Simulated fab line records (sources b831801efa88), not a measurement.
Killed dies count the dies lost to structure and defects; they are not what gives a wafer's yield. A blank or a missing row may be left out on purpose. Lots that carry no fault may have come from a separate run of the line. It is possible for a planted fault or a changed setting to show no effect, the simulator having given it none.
A struck lot beside a sound one ; flow sky130 ; 32 steps out of a route of 708
Sound: the wafers L456.1, L456.3, L456.4. Wafers L468.2, L468.3, L468.6 were the ones struck. Last of all comes the cause.
Per side, at each step with rows, come the tool, then ch with its chambers, and then its first start. Under that, the readings that differ: sound wafers ; struck wafers ; difference of the means ; sigmas: that difference in standard deviations of wafers without a fault.
alike: readings with means less than 2 such deviations apart, plus words and numbers identical on both sides. not compared: withheld readings, readings lacking a value on some wafer, bounds such as >300 that could conceal the same value, and numbers that have no deviation in the record and whose values overlap.
The two part at a step that has a row with sigmas, a row that says differs or no value, or rows on one side only. When numbers do not overlap yet have no deviation, they are printed without sigmas and do not part them. A reading that every wafer of one side lacks parts them only if that side has two wafers or more.

SKY_VIA1_ETCH_15: etches SiO2 in C4F8/O2/Ar, stops on TiN, target depth 351 nm, time 54 s.
  sound on rie-diel-02 ch 1,2,3, day 35 17:16; struck on rie-diel-03 ch 2,3, day 39 16:05
  alike: oes-product-au, rf-fwd-power-W
  not compared: rf-hours-counter-h
then, 5 steps without rows for these wafers: SKY_VIA1_STRIP_16 (strips in O2/N2); SKY_VIA1_STRIP_17 (strips in post etch residue remover, time 1200 s); SKY_VIA1_CLEAN_18 (cleans in IPA, time 180 s); SKY_VIA1_CLEAN_19 (cleans in O3/DIW); SKY_VIA1_SPUTTER_20 (material TiN, target thk 20 nm, time 80 s).
SKY_VIA1_CVD_21: deposits W, target thk 270 nm, time 80.902 s.
  sound on cvd-w-01 ch 0,1, day 35 18:04; struck on cvd-w-01 ch 0,1, day 39 16:49
  alike: heater-power-outer-w, heater-power-w
SKY_VIA1_RS_MEAS_22: a four-point-probe measurement.
  sound on film-metro-04, day 35 18:10; struck on film-metro-04, day 39 16:56
  alike: VIA1_W_RS
SKY_VIA1_THK_MEAS_23: measures by xrf.
  sound on film-metro-04, day 35 18:17; struck on film-metro-04, day 39 17:02
  alike: VIA1_W_THK
then, 3 steps without rows for these wafers: SKY_VIA1_CMP_24 (polishes, stops on SiO2, t overpolish 15 s, target thk 0 nm); SKY_METAL2_SPUTTER_00 (material Ti, target thk 15 nm, time 10 s); SKY_METAL2_SPUTTER_01 (material TiN, target thk 20 nm, time 16.7 s).
SKY_METAL2_SPUTTER_02: material AlCu, target thk 250 nm, time 13.3 s.
  sound on pvd-sputter-01, day 35 18:41; struck on pvd-sputter-04, day 39 17:26
reading;sound;struck;difference;sigmas
model.AlCu_of_METAL2_SPUTTER_02.thk-nm (nm);251.5 248.5 250;193.8 190 194.2;-57.3;
  alike: throttle-valve-pct
then, 1 step without rows for these wafers: SKY_METAL2_SPUTTER_03 (material Ti, target thk 5 nm, time 3.3 s).
SKY_METAL2_SPUTTER_04: material TiN, target thk 70 nm, time 58.3 s.
  sound on pvd-sputter-01, day 35 18:44; struck on pvd-sputter-04, day 39 17:29
  alike: throttle-valve-pct
SKY_METAL2_RS_MEAS_05: a four-point-probe measurement.
  sound on film-metro-01, day 35 18:47; struck on film-metro-02, day 39 17:33
reading;sound;struck;difference;sigmas
METAL2_ALCU_RS (ohm/sq);0.1259 0.1273 0.1265;0.1653 0.1686 0.1649;+0.0397;+26
SKY_METAL2_THK_MEAS_06: measures by xrf.
  sound on film-metro-01, day 35 18:54; struck on film-metro-02, day 39 17:40
reading;sound;struck;difference;sigmas
METAL2_ALCU_THK (nm);251 250 253;196 192 196;-57;-18
then, 8 steps without rows for these wafers: SKY_METAL2_DEHYDRATE_07 (time 60 s); SKY_METAL2_HMDS_08 (prime time 60 s); SKY_METAL2_COAT_09 (resist thk 60 nm); SKY_METAL2_COAT_10 (resist thk 450 nm); SKY_METAL2_SOFTBAKE_11 (time 90 s); SKY_METAL2_EXPOSE_12 (exposes mask MM2, target cd 140 nm); SKY_METAL2_PEB_13; SKY_METAL2_DEVELOP_14 (develop time 60 s).
SKY_METAL2_CD_MEAS_15: target cd 140 nm.
  sound on cd-sem-01, day 36 21:10; struck on cd-sem-02, day 40 17:50
  alike: cd-nm
SKY_METAL2_OVL_MEAS_16:
  sound on overlay-02, day 36 21:17; struck on overlay-01, day 40 17:56
  alike: METAL2_OVL
then, 1 step without rows for these wafers: SKY_METAL2_DESCUM_17 (chemistry O2, time 8 s).
SKY_METAL2_ETCH_18: etches BARC in N2/H2, stops on SiO2, time 45.9 s, target depth 60 nm.
  sound on rie-metal-03 ch 0,1, day 36 21:22; struck on rie-metal-03 ch 1, day 40 18:00
  alike: drypump-motor-current-A, oes-product-au, rf-fwd-power-W, throttle-valve-pct
  not compared: rf-hours-counter-h
SKY_METAL2_METAL_ETCH_19: etches the open film in Cl2/BCl3, stops on SiO2, target depth 360 nm, time 78 s.
  sound on rie-metal-03 ch 0,1, day 36 21:25; struck on rie-metal-03 ch 1, day 40 18:04
reading;sound;struck;difference;sigmas
oes-product-au (a.u.);0.857 0.854 0.857;0.807 0.790 0.805;-0.055;-9
rf-fwd-power-W (W);892 888 893;897 897 900;+7;+2
  alike: drypump-motor-current-A, throttle-valve-pct
  not compared: rf-hours-counter-h
SKY_METAL2_STRIP_20: strips in O2/N2.
  sound on plasma-asher-01 ch 0,1, day 36 21:31; struck on plasma-asher-04 ch 0, day 40 18:09
  alike: drypump-motor-current-A, oes-product-au, strip-time-to-endpoint-s
  not compared: rf-hours-counter-h
-- the record jumps here: 9 days lie between the struck wafers' starts before and after (it left off in module METAL2 and takes up again in module PAD_OPEN, whose first step shown is number 708 of the route) --
SKY_PAD_OPEN_PROBE_99:
  sound on prober-02, day 47 04:54; struck on prober-02, day 50 03:05
reading;sound;struck;difference;sigmas
model.etest.met2.line-ohm-um;0.9607 0.9354 0.9555;1.233 1.205 1.217;+0.268;
model.etest.met2.rs-ohm-sq;0.128 0.1301 0.1298;0.1664 0.1695 0.1695;+0.0392;
  alike: defect-limited-yield, killed_at_M0_to_M3, killed_at_M4_up, killed-at-contacts, killed-at-front-end, killed-at-other, killed-dies, killed-open, killed-short, sort_bin_3_pad_short, sort_bin_5_function, sort_bin_6_memory, sort-n-pass, sort-yield-pct

== WHERE THEY PART ==
First at SKY_METAL2_RS_MEAS_05; last, within this record, at SKY_METAL2_METAL_ETCH_19. Later steps at which nothing parts them and some readings are alike: SKY_METAL2_STRIP_20, SKY_PAD_OPEN_PROBE_99.

WHY: what the simulator had put in
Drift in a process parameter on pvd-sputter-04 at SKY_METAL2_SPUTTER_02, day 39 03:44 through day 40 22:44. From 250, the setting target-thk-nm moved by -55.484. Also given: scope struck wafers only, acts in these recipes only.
